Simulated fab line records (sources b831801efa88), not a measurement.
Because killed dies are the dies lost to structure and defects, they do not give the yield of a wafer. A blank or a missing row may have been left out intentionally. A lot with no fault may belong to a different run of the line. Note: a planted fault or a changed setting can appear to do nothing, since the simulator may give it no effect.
A lot that was struck, set against a sound lot | flow sfq-line | 14 out of 325 route steps
Sound: wafers L268.3, L268.5, L268.6. Wafers L264.2, L264.3, L264.5 were the ones struck. The cause is given at the end.
At each step with rows: each side's tool, then ch and its chambers, then its first start. Under that, the readings that differ: sound wafers | struck wafers | difference of the means | sigmas: that difference in standard deviations of wafers without a fault.
alike: same words and numbers on both sides, and readings whose means sit less than 2 such deviations apart. not compared: any withheld reading, any reading some wafer has no value for, any bound like >300 that may hide the same value, and any number with overlapping values for which the record gives no deviation.
The two part at a step that has a row with sigmas, a row that says differs or no value, or rows on one side only. Non-overlapping numbers with no deviation appear without sigmas and do not part them. A reading that every wafer of one side lacks parts them only if that side has two wafers or more.

first, 4 steps without rows for these wafers: SFQ_TRILAYER_M3_LITHO_SOFTBAKE_079; SFQ_TRILAYER_M3_LITHO_EXPOSE_076 (exposes mask M3, target cd 500 nm); SFQ_TRILAYER_M3_LITHO_PEB_078 (peb time 60 s); SFQ_TRILAYER_M3_LITHO_DEVELOP_077 (time 60 s).
SFQ_M3_OVL_MEAS_921:
  sound on overlay-02 at day 55 07:04; struck on overlay-01 at day 48 02:14
  alike: M3_OVL
SFQ_TRILAYER_M3_BARC_OPEN_METAL_ETCH_100: etches BARC in O2, target depth 125 nm, time 41.7 s.
  sound on rie-metal-02 ch 0,1, day 55 07:07; struck on rie-metal-04 ch 0,1, day 48 02:16
  alike: bias-w, drypump-motor-current-A, oes-product-au
  not compared: rf-hours-counter-h
SFQ_TRILAYER_M3_ETCH_METAL_ETCH_078: etches Nb in Cl2/Ar, stops on SiO2, target depth 240 nm, time 120 s.
  sound on rie-metal-02 ch 0,1, day 55 07:11; struck on rie-metal-04 ch 0,1, day 48 02:19
  alike: bias-w, drypump-motor-current-A, oes-product-au
  not compared: rf-hours-counter-h
SFQ_TRILAYER_M3_STRIP_STRIP_079: strips in O2.
  sound on rie-metal-02 ch 0,1, day 55 07:28; struck on rie-metal-04 ch 0,1, day 48 02:27
  alike: drypump-motor-current-A, oes-product-au, platen-temp-c
  not compared: rf-hours-counter-h
then, 1 step without rows for these wafers: SFQ_TRILAYER_M3_STRIP_SOLV_CLEAN_080 (cleans in NMP, time 600 s).
SFQ_TRILAYER_I3_DEP_PECVD_081: deposits SiO2 from SiH4/N2O, time 111.11 s, target thk 500 nm.
  sound on pecvd-03 ch 0,1,2, day 55 08:03; struck on pecvd-03 ch 0,2, day 48 03:13
  alike: heater-power-w, throttle-valve-pct
SFQ_TRILAYER_I3_CMP_CMP_082: polishes SiO2.
  sound on cmp-02 ch 0,3, day 55 08:44; struck on cmp-02 ch 1,3, day 48 05:04
  reading             | sound       | struck        | difference | sigmas
  motor-current-A (A) | 8.6 8.7 9.3 | 11.5 9.4 11.6 | +2.0       | +2
  alike: slurry-filter-dp-kPa, time-to-endpoint-s
SFQ_I3_BOW_MEAS_922:
  sound on film-metro-01 at day 55 11:46; struck on film-metro-02 at day 48 08:05
  alike: I3_BOW
SFQ_TRILAYER_I3_METRO_MEASURE_083:
  sound on film-metro-01 at day 55 12:15; struck on film-metro-02 at day 48 08:23
  reading     | sound             | struck            | difference | sigmas
  thk-nm (nm) | 197.2 198.0 198.4 | 202.7 203.0 202.4 | +4.8       | +4
then, 1 step without rows for these wafers: SFQ_TRILAYER_I3_VIA_LITHO_COAT_090 (resist thk 62 nm).

WHERE THEY PART
Earliest at SFQ_TRILAYER_I3_CMP_CMP_082; latest, in this record, at SFQ_TRILAYER_I3_METRO_MEASURE_083.

WHY: what the simulator had put in
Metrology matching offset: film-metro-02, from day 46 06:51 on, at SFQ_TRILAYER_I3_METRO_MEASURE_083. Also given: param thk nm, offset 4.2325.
